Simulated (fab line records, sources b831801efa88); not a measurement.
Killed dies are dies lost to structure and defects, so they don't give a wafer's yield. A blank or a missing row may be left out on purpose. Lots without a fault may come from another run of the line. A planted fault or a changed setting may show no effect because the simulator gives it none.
A struck lot beside a sound one | flow sky130 | 18 steps out of a route of 708
Sound: wafers L553.1, L553.2, L553.6. Struck: wafer L558.3. (L558.1 of the same lot was not struck and is left out.) The cause comes at the end.
At each step with rows: each side's tool, then ch and its chambers, then its first start. Under that, the readings that differ: sound wafers | struck wafers | difference of the means | sigmas: that difference in standard deviations of wafers without a fault.
alike: readings whose means differ by less than 2 such deviations, and words and numbers that are the same on both sides. not compared: withheld readings, readings that some wafer has no value for, bounds like >300 that may hide the same value, and numbers for which the record gives no deviation and whose values overlap.
The two part at a step that has a row with sigmas, a row that says differs or no value, or rows on one side only. Numbers that don't overlap but have no deviation are shown without sigmas and don't part them. A reading that every wafer of one side lacks parts them only if that side has two wafers or more.

first, 6 steps without rows for these wafers: SKY_LDD_N_IMPLANT_10; SKY_LDD_N_IMPLANT_11; SKY_LDD_N_IMPLANT_12; SKY_LDD_N_IMPLANT_13; SKY_LDD_N_IMPLANT_14; SKY_LDD_N_IMPLANT_15.
SKY_LDD_N_STRIP_16: strips in O2/N2.
  sound on plasma_asher-04 ch 0,1, day 20 00:08; struck on plasma_asher-03 ch 0, day 21 20:05
  reading             | sound             | struck | difference | sigmas
  n2_flow_sccm (sccm) | 300.1 300.1 301.6 | 298.8  | -1.8       | -2
  alike: drypump_motor_current_A, oes_product_au, strip_time_to_endpoint_s
  not compared: rf_hours_counter_h
SKY_LDD_N_TW_MEAS_17:
  sound on film_metro-03, day 20 00:14; struck on film_metro-03, day 21 20:11
  alike: LDD_N_TW
then, 4 steps without rows for these wafers: SKY_LDD_P_DEHYDRATE_00 (time 60 s); SKY_LDD_P_HMDS_01 (prime time 60 s); SKY_LDD_P_COAT_02 (resist thk 1140 nm); SKY_LDD_P_SOFTBAKE_03 (time 60 s).
SKY_LDD_P_EXPOSE_04: exposes mask PSDM, target cd 380 nm.
  sound on iline_stepper-01 ch 0, day 20 15:13; struck on iline_stepper-01 ch 0, day 22 11:30
  alike: mask, reticle_temp_C
then, 2 steps without rows for these wafers: SKY_LDD_P_PEB_05; SKY_LDD_P_DEVELOP_06 (develop time 60 s).
SKY_LDD_P_CD_MEAS_07: target cd 380 nm.
  sound on cd_sem-02, day 21 06:45; struck on cd_sem-02, day 23 02:53
  reading    | sound             | struck | difference | sigmas
  cd_nm (nm) | 377.7 377.6 378.1 | 367.7  | -10.1      | -4
  not compared: hold
SKY_LDD_P_OVL_MEAS_08:
  sound on overlay-01, day 21 06:52; struck on overlay-02, day 23 07:20
  reading | sound | struck                   | difference                   | sigmas
  hold    | - - - | await_dispo/4.3h/release | no value on the sound wafers |
  alike: LDD_P_OVL
-- the record jumps here: 25 days lie between the struck wafers' starts before and after (it left off in module LDD_P and takes up again in module PAD_OPEN, whose first step shown is number 708 of the route) --
SKY_PAD_OPEN_PROBE_99:
  sound on prober-02, day 47 05:43; struck on prober-02, day 48 10:43
  reading     | sound     | struck | difference | sigmas
  killed_dies | 98 100 85 | 70     | -24        | -3
  alike: killed_at_M0_to_M3, killed_at_M4_up, killed_at_contacts, killed_at_front_end, killed_at_other, killed_open, killed_short

WHERE THEY PART
First at SKY_LDD_N_STRIP_16; last, within this record, at SKY_PAD_OPEN_PROBE_99.

WHY: what the simulator had put in
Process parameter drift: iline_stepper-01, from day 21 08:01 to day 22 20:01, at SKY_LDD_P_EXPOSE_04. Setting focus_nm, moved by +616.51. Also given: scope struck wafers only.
